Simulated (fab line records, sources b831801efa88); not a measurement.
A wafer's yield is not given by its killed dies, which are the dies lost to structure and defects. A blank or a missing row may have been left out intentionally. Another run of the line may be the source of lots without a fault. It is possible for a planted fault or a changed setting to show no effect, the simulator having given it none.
fab line records | flow sfq_line
record lots=6 | wafers=18 | last_day=91
route steps=325 shown M1@62 I1@73
lots that met no fault: from a run of the same line without faults
start_h: the number of hours between the record's first day and the start of the first shown wafer of the lot | wait_h: hours from the lot's prior step to this one | " identical to the entry in the row above | L1.1+2: a row that stands for several wafers | - no value, or no start given | * or withheld: withheld | < > ~ a bound
route shown NAME@n: NAME is a module with steps in the file, n the number in the route of the first one | usual: average and standard deviation across the fault-free wafers | same: alike in all rows | chamber/n: place in a boat | sites: readings site by site | _std_site: standard deviation across them | _edge_site: inner sites' mean taken away from outer sites' mean | radius_mm: for every site, how far away it sits from the centre of the wafer | mask NAME#n: copy n | behind: the most recent tool/chamber to have shaped the wafer | hold: reason for holding the lot/hours on hold/outcome of the hold | device: the transistor (n, p or np) that didn't switch | end of line: the tests these same wafers got at the end of their route | where a step has no rows: the recipe by itself | killed: count of dies lost to structure and defects at first sort (not the wafer's yield) | map: dies across one wafer; x = killed, . = not, _ = none there
set.NAME: setting as actually run; set.NAME@STEP: the setting as run at that earlier step | model.NAME: the simulator's own value behind a step, which no gauge read
a table for each step, a row for each wafer; lots at some steps of the route
services: a tool's chamber out of use, with start hour (start_h, from the record's first day; less than 0 if before it), hours out, and reason
## steps
# step SFQ_TRILAYER_M1_LITHO_COAT_044
# recipe resist=BARC | spin_rpm=3000 | resist_thk_nm=62
# step SFQ_TRILAYER_M1_LITHO_COAT_039
# recipe resist=KrF | spin_rpm=3000 | resist_thk_nm=600
# step SFQ_TRILAYER_M1_LITHO_SOFTBAKE_043
# recipe temp_c=withheld | time_s=withheld | resist=KrF
# step SFQ_TRILAYER_M1_LITHO_EXPOSE_040
# recipe mask_id=M1 | na=0.6 | source_shape=conventional | sigma_outer=0.65 | target_cd_nm=500 | dose_mj=14.4
# step SFQ_TRILAYER_M1_LITHO_PEB_042
# recipe peb_temp_c=115 | peb_time_s=60 | resist=KrF
# step SFQ_TRILAYER_M1_LITHO_DEVELOP_041
# recipe time_s=60 | resist=KrF
# step SFQ_M1_OVL_MEAS_911
# usual M1_OVL=-1/5
lot.wafer | tool       | chamber | start_h | wait_h | M1_OVL[nm]
L717.1    | overlay-02 | -       | 269.90  | 0.1    | 0
L717.3    | "          | -       | "       | "      | -1
L717.4    | "          | -       | "       | "      | 1
L719.2    | overlay-01 | -       | 277.10  | 0.1    | 11
L719.3    | "          | -       | "       | "      | 7
L719.5    | "          | -       | "       | "      | 8
L729.2    | overlay-01 | -       | 352.91  | 0.1    | -5
L729.5    | "          | -       | "       | "      | 0
L729.6    | "          | -       | "       | "      | -1
L730.2    | overlay-02 | -       | 357.71  | 0.1    | -1
L730.3    | "          | -       | "       | "      | 2
L730.5    | "          | -       | "       | "      | 3
L735.1    | overlay-01 | -       | 398.91  | 0.1    | -8
L735.4    | "          | -       | "       | "      | -13
L735.5    | "          | -       | "       | "      | -6
L737.3    | overlay-02 | -       | 413.32  | 0.1    | -3
L737.5    | "          | -       | "       | "      | -1
L737.6    | "          | -       | "       | "      | -7
# step SFQ_TRILAYER_M1_BARC_OPEN_METAL_ETCH_054
# recipe mask_material=PR | chemistry=O2 | target_depth_nm=125 | target=BARC | icp_w=600 | bias_w=80 | pressure_mtorr=10 | time_s=41.7
# usual drypump_motor_current_A=5.5/0.54 | oes_product_au=0.685/0.0051 | rf_fwd_power_W=593.5/2.2
lot.wafer | tool         | chamber | start_h | wait_h | drypump_motor_current_A | oes_product_au | rf_fwd_power_W | rf_hours_counter_h
L717.1    | rie_metal-04 | 0       | 269.93  | 0.0    | 5.0                     | 0.691          | 591.1          | 66
L717.3    | "            | 0       | "       | "      | 5.0                     | 0.686          | 595.0          | -
L717.4    | "            | 1       | "       | "      | 6.1                     | 0.679          | 591.8          | -
L719.2    | rie_metal-01 | 0       | 277.13  | 0.0    | 5.8                     | 0.686          | 593.8          | 53
L719.3    | "            | 0       | "       | "      | 5.8                     | 0.683          | 597.5          | -
L719.5    | "            | 1       | "       | "      | 5.0                     | 0.688          | 596.2          | -
L729.2    | rie_metal-04 | 1       | 352.94  | 0.0    | 6.1                     | 0.693          | 592.1          | 25
L729.5    | "            | 1       | "       | "      | 6.2                     | 0.692          | 591.5          | -
L729.6    | "            | 0       | "       | "      | 5.0                     | 0.686          | 595.6          | -
L730.2    | rie_metal-04 | 1       | 357.74  | 0.0    | 6.2                     | 0.690          | 593.4          | 26
L730.3    | "            | 1       | "       | "      | 6.2                     | 0.686          | 592.6          | -
L730.5    | "            | 1       | "       | "      | 6.2                     | 0.684          | 594.0          | -
L735.1    | rie_metal-04 | 1       | 398.94  | 0.0    | 6.1                     | 0.691          | 595.9          | 31
L735.4    | "            | 0       | "       | "      | 5.0                     | 0.687          | 592.6          | -
L735.5    | "            | 1       | "       | "      | 6.1                     | 0.680          | 591.6          | -
L737.3    | rie_metal-01 | 0       | 413.36  | 0.0    | 5.8                     | 0.683          | 597.3          | -
L737.5    | "            | 1       | "       | "      | 5.0                     | 0.685          | 595.2          | -
L737.6    | "            | 0       | "       | "      | 5.8                     | 0.686          | 595.1          | -
# step SFQ_TRILAYER_M1_ETCH_METAL_ETCH_042
# recipe target=Nb | stop_on=SiO2 | mask_material=PR | chemistry=Cl2/Ar | target_depth_nm=240 | icp_w=600 | bias_w=80 | pressure_mtorr=10 | time_s=120
# usual drypump_motor_current_A=5.5/0.54 | oes_product_au=0.892/0.0065 | rf_fwd_power_W=596.6/1.8
lot.wafer | tool         | chamber | start_h | wait_h | drypump_motor_current_A | oes_product_au | rf_fwd_power_W | rf_hours_counter_h
L717.1    | rie_metal-04 | 0       | 269.99  | 0.0    | 5.0                     | 0.900          | 594.9          | 66
L717.3    | "            | 0       | "       | "      | 5.0                     | 0.886          | 596.4          | -
L717.4    | "            | 1       | "       | "      | 6.2                     | 0.895          | 598.6          | -
L719.2    | rie_metal-01 | 0       | 277.19  | 0.0    | 5.9                     | 0.892          | 597.9          | 53
L719.3    | "            | 0       | "       | "      | 5.8                     | 0.891          | 599.8          | -
L719.5    | "            | 1       | "       | "      | 5.0                     | 0.892          | 596.1          | -
L729.2    | rie_metal-04 | 1       | 353.00  | 0.0    | 6.2                     | 0.889          | 593.1          | 25
L729.5    | "            | 1       | "       | "      | 6.2                     | 0.897          | 595.4          | -
L729.6    | "            | 0       | "       | "      | 5.0                     | 0.889          | 597.9          | -
L730.2    | rie_metal-04 | 1       | 357.80  | 0.0    | 6.2                     | 0.903          | 594.3          | 27
L730.3    | "            | 1       | "       | "      | 6.2                     | 0.887          | 597.3          | -
L730.5    | "            | 1       | "       | "      | 6.2                     | 0.887          | 592.5          | -
L735.1    | rie_metal-04 | 1       | 399.00  | 0.0    | 6.2                     | 0.889          | 596.5          | 32
L735.4    | "            | 0       | "       | "      | 5.0                     | 0.881          | 595.2          | -
L735.5    | "            | 1       | "       | "      | 6.2                     | 0.890          | 596.9          | -
L737.3    | rie_metal-01 | 0       | 413.44  | 0.1    | 5.8                     | 0.884          | 598.8          | -
L737.5    | "            | 1       | "       | "      | 5.0                     | 0.888          | 596.9          | -
L737.6    | "            | 0       | "       | "      | 5.9                     | 0.895          | 595.6          | -
# step SFQ_TRILAYER_M1_STRIP_STRIP_043
# recipe gas=O2 | power_w=200 | platen_temp_c=40 | overash_fraction=0.65 | chemistry=O2 | pressure_mtorr=50
# usual drypump_motor_current_A=5.5/0.54 | oes_product_au=1.003/0.0079
lot.wafer | tool         | chamber | start_h | wait_h | drypump_motor_current_A | oes_product_au | rf_hours_counter_h
L717.1    | rie_metal-04 | 0       | 270.12  | 0.1    | 5.0                     | 1.002          | 66
L717.3    | "            | 0       | "       | "      | 5.0                     | 0.999          | -
L717.4    | "            | 1       | "       | "      | 6.2                     | 1.013          | -
L719.2    | rie_metal-01 | 0       | 277.32  | 0.1    | 5.8                     | 0.990          | 53
L719.3    | "            | 0       | "       | "      | 5.9                     | 0.990          | -
L719.5    | "            | 1       | "       | "      | 5.0                     | 1.010          | -
L729.2    | rie_metal-04 | 1       | 353.12  | 0.1    | 6.2                     | 0.997          | 26
L729.5    | "            | 1       | "       | "      | 6.2                     | 1.007          | -
L729.6    | "            | 0       | "       | "      | 5.0                     | 1.000          | -
L730.2    | rie_metal-04 | 1       | 357.92  | 0.1    | 6.1                     | 1.006          | 27
L730.3    | "            | 1       | "       | "      | 6.2                     | 0.993          | -
L730.5    | "            | 1       | "       | "      | 6.2                     | 0.991          | -
L735.1    | rie_metal-04 | 1       | 399.13  | 0.1    | 6.2                     | 1.001          | 32
L735.4    | "            | 0       | "       | "      | 5.0                     | 0.989          | -
L735.5    | "            | 1       | "       | "      | 6.2                     | 1.002          | -
L737.3    | rie_metal-01 | 0       | 413.73  | 0.2    | 5.8                     | 1.000          | -
L737.5    | "            | 1       | "       | "      | 5.0                     | 1.020          | -
L737.6    | "            | 0       | "       | "      | 5.8                     | 1.000          | -
# step SFQ_TRILAYER_M1_STRIP_SOLV_CLEAN_044
# recipe chemistry=NMP | temp_c=70 | time_s=600
# step SFQ_TRILAYER_I1_DEP_PECVD_045
# recipe material=SiO2 | temp_c=150 | time_s=111.11 | pressure_torr=2.4 | rf_w=183.3 | precursor=SiH4/N2O | target_thk_nm=500
# usual heater_power_w=86/9.1 | rf_fwd_power_W=182.3/0.64 | run_length_s=139.1/0.65 | susceptor_temp_C=150.01/0.14 | throttle_valve_pct=24.1/1.3
lot.wafer | tool     | chamber | start_h | wait_h | heater_power_w | rf_fwd_power_W | run_length_s | susceptor_temp_C | throttle_valve_pct | model.SiO2_of_TRILAYER_I1_DEP_PECVD_045.thk_nm
L717.1    | pecvd-04 | 0       | 270.89  | 0.0    | 84             | 181.9          | 138.1        | 150.18           | 23.4               | 491.9
L717.3    | "        | 1       | "       | "      | 77             | 182.9          | 139.7        | 150.12           | 22.2               | 497.4
L717.4    | "        | 0       | "       | "      | 91             | 181.9          | 138.6        | 150.18           | 23.9               | 504.8
L719.2    | pecvd-02 | 1       | 278.09  | 0.0    | 88             | 181.1          | 139.0        | 150.18           | 23.8               | 496.3
L719.3    | "        | 2       | "       | "      | 86             | 181.8          | 139.7        | 150.28           | 24.0               | 500.4
L719.5    | "        | 1       | "       | "      | 92             | 182.4          | 139.3        | 150.20           | 23.9               | 509.4
L729.2    | pecvd-02 | 1       | 353.90  | 0.0    | 86             | 182.4          | 138.8        | 149.94           | 24.3               | 497.3
L729.5    | "        | 2       | "       | "      | 89             | -              | 133.4        | -                | 24.5               | 464
L729.6    | "        | 1       | "       | "      | 88             | -              | 132.1        | -                | 24.2               | 469.1
L730.2    | pecvd-02 | 0       | 358.70  | 0.0    | 79             | 183.9          | 140.1        | 150.06           | 25.3               | 493.8
L730.3    | "        | 1       | "       | "      | 87             | 182.5          | 138.9        | 150.08           | 24.3               | 497
L730.5    | "        | 0       | "       | "      | 80             | -              | 132.7        | -                | 25.2               | 471.9
L735.1    | pecvd-04 | 1       | 399.90  | 0.0    | 75             | 182.5          | 139.6        | 150.01           | 22.4               | 512.5
L735.4    | "        | 1       | "       | "      | 79             | 182.7          | 140.1        | 150.00           | 22.8               | 509.7
L735.5    | "        | 0       | "       | "      | 85             | 182.2          | 138.4        | 150.30           | 24.4               | 507.9
L737.3    | pecvd-01 | 2       | 414.30  | 0.0    | 104            | 181.9          | 138.1        | 150.23           | 23.5               | 491.8
L737.5    | "        | 0       | "       | "      | 82             | 182.2          | 138.1        | 150.06           | 27.2               | 495.6
L737.6    | "        | 2       | "       | "      | 104            | 183.1          | 138.3        | 150.26           | 23.6               | 504.9
# step SFQ_TRILAYER_I1_CMP_CMP_046
# recipe material=SiO2 | down_force_psi=3 | platen_rpm=60 | pad_velocity_m_s=0.94248
# usual motor_current_A=10.2/1.4 | time_to_endpoint_s=217/7.4
lot.wafer | tool   | chamber | start_h | wait_h | motor_current_A | time_to_endpoint_s
L717.3    | cmp-02 | 2       | 284.09  | 13.2   | 11.4            | 210
L717.1    | "      | 0       | 285.09  | 14.2   | 10.1            | 205
L717.4    | "      | 1       | "       | "      | 10.3            | 211
L719.3    | cmp-02 | 1       | 290.59  | 12.5   | 10.1            | 213
L719.2    | "      | 2       | "       | "      | 11.9            | 217
L719.5    | "      | 0       | 292.09  | 13.9   | 10.4            | 221
L729.2    | cmp-01 | 1       | 355.58  | 1.6    | 7.6             | 221
L729.6    | "      | 1       | 357.58  | 3.6    | 7.5             | 205
L729.5    | "      | 2       | "       | "      | 10.3            | 187
L730.3    | cmp-01 | 1       | 362.58  | 3.8    | 7.6             | 220
L730.2    | "      | 2       | "       | "      | 10.6            | 210
L730.5    | "      | 3       | "       | "      | 9.6             | 189
L735.4    | cmp-02 | 1       | 402.87  | 2.9    | 10.3            | 217
L735.1    | "      | 2       | "       | "      | 11.5            | 231
L735.5    | "      | 1       | 404.87  | 4.9    | 9.8             | 223
L737.3    | cmp-02 | 3       | 417.87  | 3.5    | 8.8             | 210
L737.5    | "      | 3       | 419.87  | 5.5    | 8.2             | 214
L737.6    | "      | 0       | "       | "      | 10.2            | 210
# step SFQ_I1_BOW_MEAS_912
# recipe mode=bow
# usual I1_BOW=2/7.2
lot.wafer | tool          | chamber | start_h | wait_h | I1_BOW[um]
L717.1    | film_metro-03 | -       | 287.09  | 1.5    | 14
L717.3    | "             | -       | "       | "      | -1
L717.4    | "             | -       | "       | "      | 11
L719.2    | film_metro-02 | -       | 293.11  | 1.5    | 3
L719.3    | "             | -       | "       | "      | -4
L719.5    | "             | -       | "       | "      | -13
L729.2    | film_metro-03 | -       | 358.60  | 2.5    | 6
L729.5    | "             | -       | "       | "      | -7
L729.6    | "             | -       | "       | "      | 1
L730.2    | film_metro-04 | -       | 364.60  | 1.0    | -1
L730.3    | "             | -       | "       | "      | 10
L730.5    | "             | -       | "       | "      | 3
L735.1    | film_metro-03 | -       | 405.87  | 2.0    | 2
L735.4    | "             | -       | "       | "      | 2
L735.5    | "             | -       | "       | "      | 6
L737.3    | film_metro-02 | -       | 420.91  | 2.5    | 4
L737.5    | "             | -       | "       | "      | 4
L737.6    | "             | -       | "       | "      | -2
## services
tool         | chamber | start_h | hours | kind
cmp-02       | -       | 258.79  | 6.4   | pm
cmp-01       | -       | 267.60  | 7.6   | pm
cmp-02       | -       | 274.08  | 1.0   | repair
cmp-02       | -       | 274.16  | 0.5   | repair
cmp-01       | -       | 278.40  | 0.3   | repair
pecvd-01     | -       | 285.89  | 2.9   | repair
rie_metal-01 | 1       | 289.50  | 2.4   | repair
pecvd-04     | 0       | 314.27  | 8.1   | repair
cmp-01       | -       | 323.24  | 0.9   | repair
cmp-01       | -       | 328.69  | 2.9   | repair
pecvd-04     | -       | 344.88  | 2.8   | pm
cmp-02       | -       | 367.25  | 0.7   | repair
cmp-02       | -       | 371.11  | 0.8   | repair
pecvd-01     | -       | 377.19  | 2.8   | pm
rie_metal-04 | -       | 381.73  | 10.0  | pm
cmp-02       | -       | 394.77  | 1.0   | repair
rie_metal-01 | -       | 402.51  | 0.5   | repair
pecvd-04     | -       | 406.33  | 4.8   | repair
cmp-01       | -       | 410.80  | 4.0   | pm
cmp-01       | -       | 414.80  | -     | consumable_replace:conditioner
cmp-01       | -       | 414.80  | -     | consumable_replace:pad
rie_metal-01 | -       | 416.82  | 2.8   | pm
## key
first_sign step=SFQ_TRILAYER_I1_DEP_PECVD_045 | reading=run_length_s | direction=down | sigmas=9.9 | usual=* | struck=*
effect step=SFQ_TRILAYER_I1_CMP_CMP_046 | reading=time_to_endpoint_s | direction=down | sigmas=3.2 | usual=* | struck=*
model_effect step=SFQ_TRILAYER_I1_DEP_PECVD_045 | value=SiO2_of_TRILAYER_I1_DEP_PECVD_045.thk_nm | without=499.9 | struck=468.3
met_at SFQ_TRILAYER_I1_DEP_PECVD_045
struck_wafers L729.5,L729.6,L730.5
onset_between 278.09 353.90
fault kind=process_parameter_drift | tool=pecvd-02 | chamber=- | onset_h=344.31 | steps=SFQ_TRILAYER_I1_DEP_PECVD_045 | channel=time_s | offset=* | shape=step | end_h=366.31 | scope=struck_wafers_only | acts_in=* | stated=*
